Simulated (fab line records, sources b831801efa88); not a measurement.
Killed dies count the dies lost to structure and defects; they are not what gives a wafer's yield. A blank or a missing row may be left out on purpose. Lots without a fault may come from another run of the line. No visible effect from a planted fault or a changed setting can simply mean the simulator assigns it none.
Which of the tools did it? :: flow sky130 :: 39 wafers from 13 lots sampled at 6 of the route's 708 steps

WHAT THE GAUGES READ, wafer by wafer
SKY_NWELL_OVL_MEAS_23.
lot: L259
measured: day 5 11:33
on: overlay-01
NWELL_01_OVL (nm): -3.8 -1.1 -1.6

lot: L260
measured: day 5 21:24
on: overlay-01
NWELL_01_OVL (nm): -0.3 -2.2 -0.9

lot: L262
measured: day 6 03:51
on: overlay-01
NWELL_01_OVL (nm): 1.7 0.5 -0.5

lot: L264
measured: day 6 21:16
on: overlay-01
NWELL_01_OVL (nm): -0.9 1.5 0.6

lot: L265
measured: day 7 05:06
on: overlay-02
NWELL_01_OVL (nm): 1.3 0.8 0.8

lot: L266
measured: day 7 08:04
on: overlay-01
NWELL_01_OVL (nm): 2.0 1.4 0.7

lot: L267
measured: day 7 14:57
on: overlay-01
NWELL_01_OVL (nm): 1.7 2.6 3.5

lot: L275
measured: day 9 16:03
on: overlay-01
NWELL_01_OVL (nm): 0.0 0.6 1.3

lot: L276
measured: day 9 20:58
on: overlay-01
NWELL_01_OVL (nm): 0.2 -0.7 -0.7

lot: L277
measured: day 9 23:57
on: overlay-01
NWELL_01_OVL (nm): 0.1 -1.0 0.6

lot: L278
measured: day 10 07:34
on: overlay-01
NWELL_01_OVL (nm): 0.8 -1.6 -0.9

lot: L279
measured: day 10 13:07
on: overlay-02
NWELL_01_OVL (nm): 1.6 0.5 -0.1

lot: L281
measured: day 11 04:09
on: overlay-01
NWELL_01_OVL (nm): 0.6 -0.5 -0.5

SKY_VT_ADJUST_HVTP_OVL_MEAS_08.
lot: L259
measured: day 6 06:41
on: overlay-02
VT_ADJUST_HVTP_OVL (nm): -2.8 -2.5 0.6

lot: L260
measured: day 6 17:13
on: overlay-02
VT_ADJUST_HVTP_OVL (nm): -3.3 -3.0 -2.3

lot: L262
measured: day 6 23:36
on: overlay-01
VT_ADJUST_HVTP_OVL (nm): -0.4 0.3 -1.6

lot: L264
measured: day 7 17:23
on: overlay-01
VT_ADJUST_HVTP_OVL (nm): -1.6 1.3 0.1

lot: L265
measured: day 8 01:26
on: overlay-02
VT_ADJUST_HVTP_OVL (nm): -2.0 -1.6 -2.4

lot: L266
measured: day 8 04:57
on: overlay-01
VT_ADJUST_HVTP_OVL (nm): 0.7 -0.9 0.2

lot: L267
measured: day 8 11:11
on: overlay-02
VT_ADJUST_HVTP_OVL (nm): 0.9 2.4 1.0

lot: L275
measured: day 10 15:17
on: overlay-01
VT_ADJUST_HVTP_OVL (nm): 0.0 -1.0 -0.5

lot: L276
measured: day 10 20:06
on: overlay-01
VT_ADJUST_HVTP_OVL (nm): 0.1 -2.8 -1.1

lot: L277
measured: day 10 23:17
on: overlay-01
VT_ADJUST_HVTP_OVL (nm): -1.5 -0.7 -1.4

lot: L278
measured: day 11 06:36
on: overlay-02
VT_ADJUST_HVTP_OVL (nm): 2.2 0.0 1.7

lot: L279
measured: day 11 12:53
on: overlay-01
VT_ADJUST_HVTP_OVL (nm): 0.3 -0.7 -0.6

lot: L281
measured: day 12 04:46
on: overlay-02
VT_ADJUST_HVTP_OVL (nm): -2.2 -0.3 -1.3

SKY_VT_ADJUST_NCORE_TW_MEAS_11.
lot: L259
measured: day 8 20:10
on: film metro-03
VT_ADJUST_NCORE_TW: 218.3 218.8 219.0

lot: L260
measured: day 9 06:54
on: film metro-02
VT_ADJUST_NCORE_TW: 217.0 216.5 217.4

lot: L262
measured: day 9 13:23
on: film metro-02
VT_ADJUST_NCORE_TW: 216.4 217.8 215.0

lot: L264
measured: day 10 09:45
on: film metro-04
VT_ADJUST_NCORE_TW: 220.3 220.9 221.1

lot: L265
measured: day 10 19:13
on: film metro-02
VT_ADJUST_NCORE_TW: 217.9 216.6 216.8

lot: L266
measured: day 10 22:53
on: film metro-03
VT_ADJUST_NCORE_TW: 30.0 30.0 29.9

lot: L267
measured: day 11 06:22
on: film metro-03
VT_ADJUST_NCORE_TW: 217.8 219.4 219.2

lot: L275
measured: day 13 19:52
on: film metro-03
VT_ADJUST_NCORE_TW: 220.6 220.3 219.5

lot: L276
measured: day 13 23:28
on: film metro-03
VT_ADJUST_NCORE_TW: 219.6 220.5 219.3

lot: L277
measured: day 14 02:22
on: film metro-02
VT_ADJUST_NCORE_TW: 217.1 216.4 216.9

lot: L278
measured: day 14 10:47
on: film metro-03
VT_ADJUST_NCORE_TW: 220.0 220.4 220.5

lot: L279
measured: day 14 19:21
on: film metro-04
VT_ADJUST_NCORE_TW: 221.6 221.5 221.4

lot: L281
measured: day 15 12:31
on: film metro-02
VT_ADJUST_NCORE_TW: 217.0 217.2 216.1

SKY_VT_ADJUST_HVTR_OVL_MEAS_08.
lot: L259
measured: day 9 18:16
on: overlay-01
VT_ADJUST_HVTR_OVL (nm): -1.1 -0.3 -3.2

lot: L260
measured: day 10 04:56
on: overlay-02
VT_ADJUST_HVTR_OVL (nm): 2.8 2.5 1.0

lot: L262
measured: day 10 11:09
on: overlay-01
VT_ADJUST_HVTR_OVL (nm): 0.1 -1.1 0.9

lot: L264
measured: day 11 09:05
on: overlay-02
VT_ADJUST_HVTR_OVL (nm): 0.3 -2.4 -1.7

lot: L265
measured: day 11 18:58
on: overlay-01
VT_ADJUST_HVTR_OVL (nm): 0.6 -0.6 -0.1

lot: L266
measured: day 11 22:23
on: overlay-02
VT_ADJUST_HVTR_OVL (nm): -2.4 -1.8 0.7

lot: L267
measured: day 12 05:19
on: overlay-02
VT_ADJUST_HVTR_OVL (nm): -0.3 0.5 -1.0

lot: L275
measured: day 14 21:34
on: overlay-02
VT_ADJUST_HVTR_OVL (nm): 1.3 1.0 0.1

lot: L276
measured: day 15 01:43
on: overlay-01
VT_ADJUST_HVTR_OVL (nm): -1.8 -0.7 -0.8

lot: L277
measured: day 15 04:04
on: overlay-02
VT_ADJUST_HVTR_OVL (nm): -0.9 -2.1 -0.7

lot: L278
measured: day 15 13:24
on: overlay-01
VT_ADJUST_HVTR_OVL (nm): 0.8 -2.2 -0.2

lot: L279
measured: day 15 21:43
on: overlay-01
VT_ADJUST_HVTR_OVL (nm): -0.7 2.3 0.8

lot: L281
measured: day 16 16:26
on: overlay-01
VT_ADJUST_HVTR_OVL (nm): -1.1 -1.4 -1.5

WHAT TOOL EACH LOT RAN ON (gives the tool, then ch and the chambers of the sampled wafers, and finally the start)
lot: L259
SKY_VT_ADJUST_LVTN_STRIP_20: plasma asher-01 ch 0, day 7 22:02
SKY_VT_ADJUST_NCORE_STRIP_10: plasma asher-04 ch 1, day 8 20:04

lot: L260
SKY_VT_ADJUST_LVTN_STRIP_20: plasma asher-03 ch 0,1, day 8 09:10
SKY_VT_ADJUST_NCORE_STRIP_10: plasma asher-02 ch 0,1, day 9 06:48

lot: L262
SKY_VT_ADJUST_LVTN_STRIP_20: plasma asher-02 ch 0,1, day 8 15:35
SKY_VT_ADJUST_NCORE_STRIP_10: plasma asher-01 ch 0,1, day 9 13:17

lot: L264
SKY_VT_ADJUST_LVTN_STRIP_20: plasma asher-01 ch 0,1, day 9 11:23
SKY_VT_ADJUST_NCORE_STRIP_10: plasma asher-04 ch 0,1, day 10 09:39

lot: L265
SKY_VT_ADJUST_LVTN_STRIP_20: plasma asher-01 ch 0,1, day 9 20:48
SKY_VT_ADJUST_NCORE_STRIP_10: plasma asher-04 ch 0,1, day 10 19:07

lot: L266
SKY_VT_ADJUST_LVTN_STRIP_20: plasma asher-01 ch 0,1, day 9 23:47
SKY_VT_ADJUST_NCORE_STRIP_10: plasma asher-04 ch 0,1, day 10 22:46

lot: L267
SKY_VT_ADJUST_LVTN_STRIP_20: plasma asher-03 ch 0,1, day 10 07:27
SKY_VT_ADJUST_NCORE_STRIP_10: plasma asher-04 ch 0,1, day 11 06:16

lot: L275
SKY_VT_ADJUST_LVTN_STRIP_20: plasma asher-01 ch 0,1, day 12 16:59
SKY_VT_ADJUST_NCORE_STRIP_10: plasma asher-04 ch 0,1, day 13 19:46

lot: L276
SKY_VT_ADJUST_LVTN_STRIP_20: plasma asher-03 ch 1, day 12 21:28
SKY_VT_ADJUST_NCORE_STRIP_10: plasma asher-04 ch 0,1, day 13 23:22

lot: L277
SKY_VT_ADJUST_LVTN_STRIP_20: plasma asher-01 ch 0,1, day 12 23:51
SKY_VT_ADJUST_NCORE_STRIP_10: plasma asher-04 ch 0,1, day 14 02:16

lot: L278
SKY_VT_ADJUST_LVTN_STRIP_20: plasma asher-02 ch 0,1, day 13 08:11
SKY_VT_ADJUST_NCORE_STRIP_10: plasma asher-01 ch 0,1, day 14 10:41

lot: L279
SKY_VT_ADJUST_LVTN_STRIP_20: plasma asher-03 ch 0,1, day 13 16:46
SKY_VT_ADJUST_NCORE_STRIP_10: plasma asher-01 ch 0,1, day 14 19:15

lot: L281
SKY_VT_ADJUST_LVTN_STRIP_20: plasma asher-02 ch 0,1, day 14 09:27
SKY_VT_ADJUST_NCORE_STRIP_10: plasma asher-04 ch 0,1, day 15 12:24
- SKY_VT_ADJUST_LVTN_STRIP_20: strips in O2/N2.
- SKY_VT_ADJUST_NCORE_STRIP_10: strips in O2/N2.

WHAT THE TOOLS THEMSELVES READ (means of the sampled wafers that have a number; where no wafer has one, the mark that the record gives instead)
SKY_VT_ADJUST_LVTN_STRIP_20.
lot: L259
tool: plasma asher-01
drypump motor current A (A): 4.9
oes product au (a.u.): 0.713
strip time to endpoint s (s): 14.16

lot: L260
tool: plasma asher-03
drypump motor current A (A): 6.0
oes product au (a.u.): 0.719
strip time to endpoint s (s): 14.12

lot: L262
tool: plasma asher-02
drypump motor current A (A): 5.2
oes product au (a.u.): 0.722
strip time to endpoint s (s): 14.14

lot: L264
tool: plasma asher-01
drypump motor current A (A): 5.7
oes product au (a.u.): 0.714
strip time to endpoint s (s): 14.13

lot: L265
tool: plasma asher-01
drypump motor current A (A): 5.3
oes product au (a.u.): 0.711
strip time to endpoint s (s): 14.11

lot: L266
tool: plasma asher-01
drypump motor current A (A): 5.7
oes product au (a.u.): 0.937
strip time to endpoint s (s): -

lot: L267
tool: plasma asher-03
drypump motor current A (A): 6.0
oes product au (a.u.): 0.711
strip time to endpoint s (s): 14.18

lot: L275
tool: plasma asher-01
drypump motor current A (A): 5.2
oes product au (a.u.): 0.712
strip time to endpoint s (s): 14.21

lot: L276
tool: plasma asher-03
drypump motor current A (A): 5.9
oes product au (a.u.): 0.719
strip time to endpoint s (s): 14.18

lot: L277
tool: plasma asher-01
drypump motor current A (A): 5.6
oes product au (a.u.): 0.718
strip time to endpoint s (s): 14.16

lot: L278
tool: plasma asher-02
drypump motor current A (A): 5.3
oes product au (a.u.): 0.716
strip time to endpoint s (s): 14.13

lot: L279
tool: plasma asher-03
drypump motor current A (A): 5.9
oes product au (a.u.): 0.719
strip time to endpoint s (s): 14.19

lot: L281
tool: plasma asher-02
drypump motor current A (A): 5.3
oes product au (a.u.): 0.716
strip time to endpoint s (s): 14.19

SKY_VT_ADJUST_NCORE_STRIP_10.
lot: L259
tool: plasma asher-04
drypump motor current A (A): 5.3
oes product au (a.u.): 0.718
strip time to endpoint s (s): 14.23

lot: L260
tool: plasma asher-02
drypump motor current A (A): 5.3
oes product au (a.u.): 0.712
strip time to endpoint s (s): 14.19

lot: L262
tool: plasma asher-01
drypump motor current A (A): 5.7
oes product au (a.u.): 0.712
strip time to endpoint s (s): 14.19

lot: L264
tool: plasma asher-04
drypump motor current A (A): 5.7
oes product au (a.u.): 0.708
strip time to endpoint s (s): 14.21

lot: L265
tool: plasma asher-04
drypump motor current A (A): 6.2
oes product au (a.u.): 0.715
strip time to endpoint s (s): 14.18

lot: L266
tool: plasma asher-04
drypump motor current A (A): 6.2
oes product au (a.u.): 0.720
strip time to endpoint s (s): 19.69

lot: L267
tool: plasma asher-04
drypump motor current A (A): 6.1
oes product au (a.u.): 0.713
strip time to endpoint s (s): 14.13

lot: L275
tool: plasma asher-04
drypump motor current A (A): 5.7
oes product au (a.u.): 0.714
strip time to endpoint s (s): 14.22

lot: L276
tool: plasma asher-04
drypump motor current A (A): 6.2
oes product au (a.u.): 0.715
strip time to endpoint s (s): 14.21

lot: L277
tool: plasma asher-04
drypump motor current A (A): 5.7
oes product au (a.u.): 0.713
strip time to endpoint s (s): 14.20

lot: L278
tool: plasma asher-01
drypump motor current A (A): 5.3
oes product au (a.u.): 0.715
strip time to endpoint s (s): 14.18

lot: L279
tool: plasma asher-01
drypump motor current A (A): 5.3
oes product au (a.u.): 0.716
strip time to endpoint s (s): 14.15

lot: L281
tool: plasma asher-04
drypump motor current A (A): 6.2
oes product au (a.u.): 0.718
strip time to endpoint s (s): 14.17

THE ANSWER, worked out from the rows above alone
Rule: the lots themselves supply what counts as usual. Put in order of their means at a reading, lots are off if they are a third of the lots or fewer, leave a main group of 4 or more, and stand apart from it by a gap of 3 or more times the standard deviation of the main group's means; of several such gaps the widest counts. The tables above print the reading to a certain number of digits; a main group whose means all agree to those digits is not used. Also off: a lot with no number at a reading for which 4 or more lots have one. Where the step has rows for the other lots, those lots are counted as sound. The gauges are gone through in route order, then the tools' own readings, and for those a lot's mean is taken as printed above. The first step at which some lot is off is used, and at that step the reading that is off furthest; a lot without a number counts as furthest.
Off: L266, at SKY_VT_ADJUST_NCORE_TW_MEAS_11 (VT_ADJUST_NCORE_TW). The main group: mean 218.7, standard deviation 1.7.
If a tool, at a process step before that reading, ran all the lots that are off and no sound lot after the first of them, it fits. Not tried: the gauges at SKY_VT_ADJUST_NCORE_TW_MEAS_11; whatever is off there is also off at SKY_VT_ADJUST_LVTN_STRIP_20, on other tools, and gauge error can't account for it. Of those tried, none fits.

WHAT THE SIMULATOR HAD PUT IN
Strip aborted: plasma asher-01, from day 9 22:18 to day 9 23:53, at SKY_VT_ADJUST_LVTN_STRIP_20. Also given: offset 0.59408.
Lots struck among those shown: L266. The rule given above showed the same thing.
